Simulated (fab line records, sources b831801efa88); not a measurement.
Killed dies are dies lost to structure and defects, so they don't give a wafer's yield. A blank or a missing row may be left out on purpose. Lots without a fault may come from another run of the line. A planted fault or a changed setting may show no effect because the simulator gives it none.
Problem report in the 8D (eight disciplines) form, filled by code | flow gf180mcu | the parts of the form that need people (team, actions taken, sign-off) are left out

1. THE PROBLEM
oes_product_au at GF_M1_METAL_ETCH_16 reads a mean of 0.794 a.u. on 2 wafers of 2 lots; wafers without a fault read 0.991 a.u. with a standard deviation of 0.0058. That is -34 standard deviations from the usual mean.
The step: etches the open film in Cl2/BCl3, stops on SiO2, target depth 750.8 nm, time 125.1 s.
First seen on wafer L499.2, day 21 03:55, on rie_metal-03. The record holds 39 wafers of 13 lots with a number at this step. Rule for "out", or "out of limits": more than 4 standard deviations from the usual mean. The other wafers with a number count as sound.

2. WHAT IT IS AND WHAT IT IS NOT
question                    | is                                 | is not
which readings at this step | oes_product_au, throttle_valve_pct | drypump_motor_current_A
which lots                  | L499, L503                         | L489, L490, L491, L492, L493, L506, L507, L509, L510, L511, L512
which wafers of those lots  | L499.2, L503.5                     | L499.1, L499.6, L503.3, L503.6
read on which tools         | rie_metal-03                       | rie_metal-02, rie_metal-04
when                        | from day 21 03:55                  | up to then (17 sound wafers); but 20 sound wafers of L503, L506, L507, L509, L510, L511, L512 came after

3. SUSPECTS, AND WHAT RULES EACH OUT
Counting: a tool at a process step up to the reading stays a suspect if it ran every lot that is out. Sound lots after the first of them don't rule it out here, since some wafers of a struck lot are sound.
- pvd_sputter-03 at GF_M1_SPUTTER_03 (material Ti, target thk 10 nm, time 6.7 s): kept. It ran every lot that is out, first L499 (day 20 04:09); its last sound lot up to then is L493 (day 17 07:06).
- rie_metal-03 at GF_M1_METAL_ETCH_16 (etches the open film in Cl2/BCl3, stops on SiO2, target depth 750.8 nm, time 125.1 s): kept. It ran every lot that is out, first L499 (day 21 03:55); its last sound lot up to then is L493 (day 18 06:55). Its own readings are out on those wafers: oes_product_au, throttle_valve_pct.
Left after counting: pvd_sputter-03 at GF_M1_SPUTTER_03, rie_metal-03 at GF_M1_METAL_ETCH_16.

4. THE CAUSE (what the simulator had put in)
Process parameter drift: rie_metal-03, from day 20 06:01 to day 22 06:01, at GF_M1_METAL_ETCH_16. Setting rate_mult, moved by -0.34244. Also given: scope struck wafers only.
Counting left 2 suspects, and this tool is among them.

5. THE CHAIN OF EFFECTS, in route order
Each row: a reading whose mean over the struck wafers that have a number lies more than 3 standard deviations from the usual. Only readings for which the record gives a usual standard deviation are gone through. hours: the time from each lot's start at the first step in this table that gives one to its start at this step, as a median over the lots. sigmas: the change in usual standard deviations.
hours | step                | reading                  | usual      | on struck wafers | change | sigmas
0     | GF_M1_METAL_ETCH_16 | oes_product_au           | 0.991 a.u. | 0.794            | -0.197 | -34
0     | GF_M1_METAL_ETCH_16 | throttle_valve_pct       | 28.230 %   | 28.448           | +0.218 | +22
0     | GF_M1_STRIP_17      | oes_product_au           | 0.537 a.u. | 0.585            | +0.047 | +9.9
0     | GF_M1_STRIP_17      | strip_time_to_endpoint_s | 7.38 s     | 8.38             | +1.00  | +22
The process steps in it:
- GF_M1_METAL_ETCH_16: etches the open film in Cl2/BCl3, stops on SiO2, target depth 750.8 nm, time 125.1 s.
- GF_M1_STRIP_17: strips in O2/N2.

6. WHAT WOULD HAVE CAUGHT IT SOONER
In this record the first reading out of limits was taken at day 21 03:55, 22 hours after the fault began at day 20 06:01.
